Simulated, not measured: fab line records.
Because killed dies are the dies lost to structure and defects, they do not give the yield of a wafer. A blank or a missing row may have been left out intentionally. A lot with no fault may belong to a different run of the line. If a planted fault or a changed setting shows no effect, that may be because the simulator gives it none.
Split-lot experiment -- flow sky130 -- on a route of 708 steps: 5 lots, 24 wafers read

== THE SPLIT ITSELF ==
At SKY_METAL4_DEVELOP_12 (develop time 60 s), the setting developTimeS was moved away from the recipe's 60 s on 7 of the 24 wafers read, by -30.5% to +42.1%. All remaining wafers had this setting at the recipe value.

Between the split and the reading, the file records no step.

== THE READING ==
Shown in nm: cdNm at SKY_METAL4_CD_MEAS_13, with target cd 300 nm. Typical for fault-free wafers on this fab line: 300.3 nm, with standard deviation 1.3 nm.

wafer,"tool, chamber at the split","developTimeS as run, s",against the recipe,"cdNm, nm",against lot-mates on the recipe
L076.1,"lithoTrack-02, 0",60,recipe,302.2,-
L076.2,"lithoTrack-02, 0",60,recipe,301.8,-
L076.3,"lithoTrack-02, 0",60,recipe,301.4,-
L076.4,"lithoTrack-02, 0",60,recipe,299.8,-
L076.5,"lithoTrack-02, 0",60,recipe,300.4,-
L076.6,"lithoTrack-02, 0",60,recipe,301.9,-
L077.1,"lithoTrack-03, 0",60,recipe,298.7,-
L077.3,"lithoTrack-03, 0",60,recipe,300.2,-
L077.4,"lithoTrack-03, 0",60,recipe,299.0,-
L078.1,"lithoTrack-02, 0",41.68,-30.5%,309.7,+7.6
L078.2,"lithoTrack-02, 0",60,recipe,301.5,-
L078.3,"lithoTrack-02, 0",41.68,-30.5%,308.6,+6.5
L078.4,"lithoTrack-02, 0",60,recipe,302.3,-
L078.5,"lithoTrack-02, 0",60,recipe,302.6,-
L078.6,"lithoTrack-02, 0",41.68,-30.5%,308.7,+6.6
L080.1,"lithoTrack-02, 0",84.02,+40.0%,293.5,-7.1
L080.2,"lithoTrack-02, 0",60,recipe,300.7,-
L080.3,"lithoTrack-02, 0",60,recipe,300.9,-
L080.4,"lithoTrack-02, 0",60,recipe,300.1,-
L080.5,"lithoTrack-02, 0",84.02,+40.0%,294.3,-6.3
L080.6,"lithoTrack-02, 0",84.02,+40.0%,294.0,-6.6
L085.1,"lithoTrack-03, 0",60,recipe,301.7,-
L085.3,"lithoTrack-03, 0",85.26,+42.1%,293.2,-7.7
L085.6,"lithoTrack-03, 0",60,recipe,300.0,-

THE FIT
A straight line over all 24 wafers: cdNm changes by -0.206 nm for each +1% of developTimeS; r = -0.96; the points scatter about the line by 1.2 nm.
The same after taking each lot's own level away (the mean of its wafers on the recipe; 24 wafers): -0.188 nm for each +1%; r = -0.98; scatter 0.79 nm.
According to that fit, moving developTimeS by its largest amount changes the reading by 7.9 nm.
The span of the lots' own levels, 299.30 to 302.13 nm, comes to 2.2 times the standard deviation stated above.
Consequently the slope shifts little with the lot-to-lot level, the two slopes agreeing.
Check: with one of the wafers moved furthest among these (+42.1%) left out of the fit, the line predicts -7.67 nm for it against its lot-mates. It came out at -7.65 nm against them.

== OTHER SPLITS APPLIED TO THESE WAFERS ==
These wafers also went through other splits before the reading. Each is held against what the fit with the lots' levels taken away leaves over:
other split on the same wafers,wafers away from the commonest value,r with cdNm (lot level and that fit taken away)
SKY_FIELD_ISO_WET_ETCH_18 timeS,18,+0.11
SKY_VT_ADJUST_HVTR_DEVELOP_06 developTimeS,8,+0.37
SKY_GATE_OXIDE_OXIDATION_16 oxTimeS,18,-0.25
SKY_METAL2_SPUTTER_03 timeS,8,-0.07
SKY_VIA2_ETCH_14 timeS,9,+0.09

== THE WHOLE CHAIN: every reading that the file lists as answering this split, in the file's order ==
step,what it does,reading,change (the file's fit),r (the file's)
SKY_METAL4_CD_MEAS_13,target cd 300 nm,cdNm,-0.185 nm for each +1% of the setting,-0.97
SKY_METAL4_DESCUM_15,"chemistry O2, time 8 s","METAL4.cdNm (the simulator's own value, which no gauge read)",-0.177 nm for each +1% of the setting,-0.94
SKY_METAL4_ETCH_16,"etches BARC in N2/H2, stops on SiO2, time 88.2 s, target depth 60 nm","METAL4.cdNm (the simulator's own value, which no gauge read)",-0.172 nm for each +1% of the setting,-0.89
SKY_METAL4_METAL_ETCH_18,"etches the open film in Cl2/BCl3, stops on SiO2, target depth 845 nm, time 183.1 s","METAL4.cdNm (the simulator's own value, which no gauge read)",-0.22 nm for each +1% of the setting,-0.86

== THE FILE'S OWN FIT ==
cdNm changes by -0.185 nm for each +1% of developTimeS, r = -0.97.
